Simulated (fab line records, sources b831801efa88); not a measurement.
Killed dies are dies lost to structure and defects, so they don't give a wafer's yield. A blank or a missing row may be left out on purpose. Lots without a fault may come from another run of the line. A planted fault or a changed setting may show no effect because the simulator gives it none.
Which tool did it? | flow sky130 | 13 lots, 39 wafers sampled, at 7 steps of a route of 708

WHAT THE GAUGES READ, wafer by wafer
SKY_VT_ADJUST_HVTR_CD_MEAS_07: target cd 380 nm. Usual: cd_nm 380.8 nm, standard deviation 2.5.
lot  | measured     | on        | cd_nm (nm)        | flag
L699 | day 9 11:32  | cd_sem-01 | 378.7 374.6 377.5 |
L700 | day 9 19:55  | cd_sem-02 | 376.9 378.2 376.3 |
L701 | day 9 23:55  | cd_sem-01 | 378.7 379.1 378.8 |
L702 | day 10 03:04 | cd_sem-01 | 375.7 378.0 380.8 |
L703 | day 10 15:19 | cd_sem-01 | 382.2 381.9 381.5 |
L706 | day 12 11:37 | cd_sem-02 | - - -             | OFF
L714 | day 14 04:40 | cd_sem-02 | 383.7 382.0 386.9 |
L715 | day 14 13:34 | cd_sem-02 | 379.8 382.7 382.4 |
L718 | day 15 09:41 | cd_sem-02 | 380.8 383.7 383.6 |
L719 | day 15 12:59 | cd_sem-01 | 380.2 380.3 380.0 |
L720 | day 15 21:44 | cd_sem-01 | 382.2 383.4 381.8 |
L721 | day 16 07:32 | cd_sem-01 | 381.8 382.7 381.8 |
L722 | day 16 12:55 | cd_sem-02 | 379.8 381.2 379.7 |

SKY_VT_ADJUST_HVTR_TW_MEAS_11. Usual: VT_ADJUST_HVTR_TW 209.7, standard deviation 1.1.
lot  | measured     | on            | VT_ADJUST_HVTR_TW | flag
L699 | day 9 11:56  | film_metro-04 | 210.0 210.5 209.3 |
L700 | day 9 20:19  | film_metro-02 | 208.2 209.1 209.3 |
L701 | day 10 00:19 | film_metro-03 | 210.5 210.2 210.9 |
L702 | day 10 03:28 | film_metro-02 | 209.1 208.5 208.4 |
L703 | day 10 15:42 | film_metro-02 | 207.9 209.4 208.6 |
L706 | day 12 12:01 | film_metro-03 | 29.9 30.0 30.0    | OFF
L714 | day 14 05:04 | film_metro-02 | 207.6 210.3 210.7 |
L715 | day 14 13:58 | film_metro-02 | 209.0 208.9 208.3 |
L718 | day 15 10:04 | film_metro-02 | 207.8 208.8 208.6 |
L719 | day 15 13:24 | film_metro-04 | 211.2 210.8 210.6 |
L720 | day 15 22:09 | film_metro-03 | 209.7 209.1 209.5 |
L721 | day 16 07:56 | film_metro-02 | 210.1 209.1 208.8 |
L722 | day 16 13:18 | film_metro-02 | 208.9 209.1 208.4 |

SKY_VT_ADJUST_PCH_OVL_MEAS_07. Usual: VT_ADJUST_PCH_OVL -1.4 nm, standard deviation 1.3.
lot  | measured     | on         | VT_ADJUST_PCH_OVL (nm) | flag
L699 | day 10 10:23 | overlay-01 | -0.9 -3.1 0.0          |
L700 | day 10 18:29 | overlay-02 | -3.3 -2.9 -4.5         |
L701 | day 10 22:47 | overlay-01 | -1.0 0.4 0.4           |
L702 | day 11 02:23 | overlay-02 | -3.4 -2.5 -4.1         |
L703 | day 11 15:13 | overlay-01 | -0.5 -0.7 0.5          |
L706 | day 13 14:23 | overlay-02 | -2.3 -1.5 -1.8         |
L714 | day 15 07:44 | overlay-01 | 0.0 0.2 -0.9           |
L715 | day 15 17:38 | overlay-02 | -0.4 1.1 -0.8          |
L718 | day 16 13:56 | overlay-02 | 0.2 -2.6 -1.6          |
L719 | day 16 16:44 | overlay-02 | -2.0 -1.5 -0.9         |
L720 | day 17 02:26 | overlay-01 | -1.6 -2.8 -2.2         |
L721 | day 17 12:51 | overlay-01 | -0.5 -0.3 0.2          |
L722 | day 17 17:24 | overlay-01 | -1.7 -0.4 -2.5         |

SKY_SONOS_TUNNEL_TW_MEAS_12. Usual: SONOS_TUNNEL_TW 196.2, standard deviation 1.
lot  | measured     | on            | SONOS_TUNNEL_TW   | flag
L699 | day 11 09:38 | film_metro-03 | 197.8 195.4 197.5 |
L700 | day 11 18:34 | film_metro-02 | 194.2 194.8 195.0 |
L701 | day 11 23:04 | film_metro-02 | 195.0 195.6 194.2 |
L702 | day 12 03:23 | film_metro-03 | 196.4 195.8 196.3 |
L703 | day 12 16:25 | film_metro-03 | 195.3 197.1 197.3 |
L706 | day 14 16:38 | film_metro-03 | 249.1 247.4 248.3 | OFF
L714 | day 16 11:28 | film_metro-03 | 197.3 196.9 196.6 |
L715 | day 16 22:28 | film_metro-01 | 194.6 196.4 196.5 |
L718 | day 17 18:56 | film_metro-03 | 198.1 196.8 196.6 |
L719 | day 17 22:34 | film_metro-03 | 196.8 197.0 197.4 |
L720 | day 18 08:02 | film_metro-03 | 194.5 194.1 194.4 |
L721 | day 18 18:42 | film_metro-02 | 194.9 195.8 195.3 |
L722 | day 18 23:03 | film_metro-01 | 195.0 195.6 196.5 |

WHICH TOOL RAN EACH LOT (tool, then ch and the chambers of the sampled wafers, then the start)
lot  | SKY_VT_ADJUST_NCORE_STRIP_10         | SKY_VT_ADJUST_HVTR_EXPOSE_04        | SKY_VT_ADJUST_PCH_STRIP_09
L699 | plasma_asher-02 ch 0,1, day 8 13:58  | iline_stepper-02 ch 0, day 9 01:10  | plasma_asher-01 ch 0,1, day 10 10:35
L700 | plasma_asher-04 ch 0,1, day 8 22:00  | iline_stepper-02 ch 0, day 9 09:08  | plasma_asher-01 ch 0, day 10 18:40
L701 | plasma_asher-01 ch 0,1, day 9 01:53  | iline_stepper-01 ch 0, day 9 12:25  | plasma_asher-03 ch 0,1, day 10 22:58
L702 | plasma_asher-04 ch 0,1, day 9 05:12  | iline_stepper-02 ch 0, day 9 16:09  | plasma_asher-01 ch 0,1, day 11 02:35
L703 | plasma_asher-02 ch 0,1, day 9 17:39  | iline_stepper-02 ch 0, day 10 04:27 | plasma_asher-02 ch 0,1, day 11 15:25
L706 | plasma_asher-04 ch 0,1, day 11 11:51 | iline_stepper-02 ch 0, day 11 23:44 | plasma_asher-02 ch 0,1, day 13 14:35
L714 | plasma_asher-04 ch 0,1, day 13 02:24 | iline_stepper-02 ch 0, day 13 15:31 | plasma_asher-01 ch 0,1, day 15 07:56
L715 | plasma_asher-04 ch 0,1, day 13 11:28 | iline_stepper-01 ch 0, day 14 00:18 | plasma_asher-01 ch 0,1, day 15 17:50
L718 | plasma_asher-02 ch 0,1, day 14 07:29 | iline_stepper-02 ch 0, day 14 20:53 | plasma_asher-01 ch 0,1, day 16 14:09
L719 | plasma_asher-04 ch 0,1, day 14 10:15 | iline_stepper-02 ch 0, day 14 23:26 | plasma_asher-02 ch 0,1, day 16 16:56
L720 | plasma_asher-02 ch 0, day 14 19:12   | iline_stepper-02 ch 0, day 15 08:20 | plasma_asher-02 ch 0,1, day 17 02:38
L721 | plasma_asher-04 ch 1, day 15 04:19   | iline_stepper-02 ch 0, day 15 18:10 | plasma_asher-01 ch 1, day 17 13:02
L722 | plasma_asher-04 ch 0,1, day 15 08:57 | iline_stepper-02 ch 0, day 15 22:41 | plasma_asher-03 ch 0,1, day 17 17:37
- SKY_VT_ADJUST_NCORE_STRIP_10: strips in O2/N2.
- SKY_VT_ADJUST_HVTR_EXPOSE_04: exposes mask HVTRM, target cd 380 nm.
- SKY_VT_ADJUST_PCH_STRIP_09: strips in O2/N2.

WHAT THE TOOLS THEMSELVES READ (means of the sampled wafers that have a number; where no wafer has one, the mark that the record gives instead)
SKY_VT_ADJUST_NCORE_STRIP_10. Usual: drypump_motor_current_A 5.7 A, standard deviation 0.44; o2_flow_sccm 3000 sccm, standard deviation 7.7; oes_product_au 0.716 a.u., standard deviation 0.0041; strip_time_to_endpoint_s 14.20 s, standard deviation 0.038.
lot  | tool            | drypump_motor_current_A (A) | o2_flow_sccm (sccm) | oes_product_au (a.u.) | strip_time_to_endpoint_s (s) | flag
L699 | plasma_asher-02 | 5.9                         | 2998                | 0.721                 | 14.15                        |
L700 | plasma_asher-04 | 5.8                         | 3012                | 0.713                 | 14.21                        |
L701 | plasma_asher-01 | 5.7                         | 2998                | 0.714                 | 14.17                        |
L702 | plasma_asher-04 | 5.8                         | 3005                | 0.718                 | 14.18                        |
L703 | plasma_asher-02 | 5.9                         | 2994                | 0.718                 | 14.22                        |
L706 | plasma_asher-04 | 5.8                         | 2999                | 0.717                 | 14.16                        |
L714 | plasma_asher-04 | 5.4                         | 3004                | 0.716                 | 14.19                        |
L715 | plasma_asher-04 | 5.8                         | 3002                | 0.717                 | 14.21                        |
L718 | plasma_asher-02 | 5.9                         | 2997                | 0.720                 | 14.22                        |
L719 | plasma_asher-04 | 5.8                         | 2999                | 0.714                 | 14.21                        |
L720 | plasma_asher-02 | 5.8                         | 3010                | 0.713                 | 14.29                        |
L721 | plasma_asher-04 | 5.0                         | 2997                | 0.717                 | 14.18                        |
L722 | plasma_asher-04 | 5.4                         | 2998                | 0.719                 | 14.19                        |

SKY_VT_ADJUST_PCH_STRIP_09. Usual: drypump_motor_current_A 5.6 A, standard deviation 0.4; o2_flow_sccm 3001 sccm, standard deviation 9.5; oes_product_au 0.722 a.u., standard deviation 0.0045; strip_time_to_endpoint_s 36.92 s, standard deviation 0.11.
lot  | tool            | drypump_motor_current_A (A) | o2_flow_sccm (sccm) | oes_product_au (a.u.) | strip_time_to_endpoint_s (s) | flag
L699 | plasma_asher-01 | 5.5                         | 3008                | 0.723                 | 36.94                        |
L700 | plasma_asher-01 | 5.3                         | 3005                | 0.728                 | 36.95                        |
L701 | plasma_asher-03 | 5.2                         | 3005                | 0.719                 | 36.86                        |
L702 | plasma_asher-01 | 5.7                         | 3007                | 0.722                 | 36.91                        |
L703 | plasma_asher-02 | 5.9                         | 2999                | 0.724                 | 36.97                        |
L706 | plasma_asher-02 | 5.8                         | 2998                | 0.722                 | 37.11                        |
L714 | plasma_asher-01 | 5.5                         | 2999                | 0.719                 | 36.82                        |
L715 | plasma_asher-01 | 5.7                         | 2999                | 0.721                 | 36.84                        |
L718 | plasma_asher-01 | 5.5                         | 3006                | 0.718                 | 36.98                        |
L719 | plasma_asher-02 | 5.8                         | 3000                | 0.726                 | 36.86                        |
L720 | plasma_asher-02 | 5.8                         | 3013                | 0.722                 | 36.93                        |
L721 | plasma_asher-01 | 5.9                         | 2992                | 0.720                 | 36.89                        |
L722 | plasma_asher-03 | 5.3                         | 2986                | 0.723                 | 37.06                        |

THE ANSWER, worked out from the rows above alone
Rule: a lot is off if the mean of its wafers that have a number lies more than 3 standard deviations from the usual mean. A lot without any number at a reading at which 4 lots or more have one is off too. The other lots that the step has rows for count as sound. The gauges are gone through in route order, then the tools' own readings, and for those a lot's mean is taken as printed above. The first step at which some lot is off is used, and at that step the reading that is off furthest; a lot without a number counts as furthest.
Off: L706, at SKY_VT_ADJUST_HVTR_CD_MEAS_07 (cd_nm). Without a number there: L706.
A tool fits if, at a process step before that reading, it ran every lot that is off, and no sound lot after the first of them. The gauges at SKY_VT_ADJUST_HVTR_CD_MEAS_07 aren't tried: what is off there is off at SKY_VT_ADJUST_HVTR_TW_MEAS_11 too, on other tools, and a gauge's error can't cause that. None of those tried fits.

WHAT THE SIMULATOR HAD PUT IN
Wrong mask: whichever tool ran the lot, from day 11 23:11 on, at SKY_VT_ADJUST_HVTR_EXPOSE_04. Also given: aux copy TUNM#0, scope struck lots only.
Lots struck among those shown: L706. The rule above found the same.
